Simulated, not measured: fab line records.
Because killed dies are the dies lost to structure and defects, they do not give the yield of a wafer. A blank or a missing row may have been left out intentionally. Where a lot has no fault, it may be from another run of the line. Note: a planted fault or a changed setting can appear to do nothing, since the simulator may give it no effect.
Which of the tools did it? | flow gf180mcu | Sampling: 6 lots, 18 wafers, 3 of 602 route steps

## WHAT THE GAUGES SHOWED, per wafer
GF_HV_LDD_RS_MEAS_53: uses a four-point probe to measure.
lot  | measured     | on           | HV_LDD_RS (ohm/sq)
L109 | day 13 21:07 | filmMetro-03 | 418.8 417.5 417.8
L111 | day 14 11:47 | filmMetro-03 | 418.6 418.7 418.5
L114 | day 15 18:56 | filmMetro-03 | 418.5 417.9 417.6
L119 | day 17 01:16 | filmMetro-04 | 420.8 421.8 422.4
L126 | day 19 15:56 | filmMetro-04 | 416.7 416.3 417.0
L128 | day 20 07:17 | filmMetro-01 | 417.6 417.1 416.7

## WHAT TOOL EACH LOT RAN ON (gives the tool, then ch and the chambers of the sampled wafers, and finally the start)
lot  | GF_POLY_GATE_STRIP_14               | GF_HV_LDD_IMPLANT_33
L109 | plasmaAsher-04 ch 0,1, day 10 11:51 | implanter-01 ch 0, day 12 23:28
L111 | plasmaAsher-04 ch 0,1, day 11 00:55 | implanter-01 ch 0, day 13 14:13
L114 | plasmaAsher-04 ch 0,1, day 12 02:27 | implanter-04 ch 0, day 14 18:37
L119 | plasmaAsher-01 ch 0,1, day 13 06:07 | implanter-04 ch 0, day 16 01:29
L126 | plasmaAsher-04 ch 0,1, day 15 13:18 | implanter-02 ch 0, day 18 13:40
L128 | plasmaAsher-04 ch 0,1, day 16 03:23 | implanter-01 ch 0, day 19 05:49
- GF_POLY_GATE_STRIP_14: strips in O2/N2.
- GF_HV_LDD_IMPLANT_33

## THE ANSWER, worked out from the rows above alone
Rule: what is usual is taken from the lots themselves. The widest of any qualifying gaps counts: lots, ordered by their means at a reading, are off when they make up no more than a third of the lots, leave a main group of 4 or more, and stand apart from it by 3 or more times the standard deviation of that group's means. Not used: any main group whose means are identical at the precision the tables above print for the reading. Also off: a lot with no number at a reading for which 4 or more lots have one. Any other lot the step has rows for is counted as sound.
Off: L119, seen at GF_HV_LDD_RS_MEAS_53 (HV_LDD_RS). The main group: mean 417.7 ohm/sq, standard deviation 0.69.
A tool fits if, at a process step before that reading, it ran every lot that is off, and no sound lot after the first of them. Those tools and the gauges at GF_HV_LDD_RS_MEAS_53 are tried in the same way. Undecided on this evidence; 2 tools fit (plasmaAsher-01 at GF_POLY_GATE_STRIP_14, implanter-04 at GF_HV_LDD_IMPLANT_33).

## WHAT WAS PUT IN BY THE SIMULATOR
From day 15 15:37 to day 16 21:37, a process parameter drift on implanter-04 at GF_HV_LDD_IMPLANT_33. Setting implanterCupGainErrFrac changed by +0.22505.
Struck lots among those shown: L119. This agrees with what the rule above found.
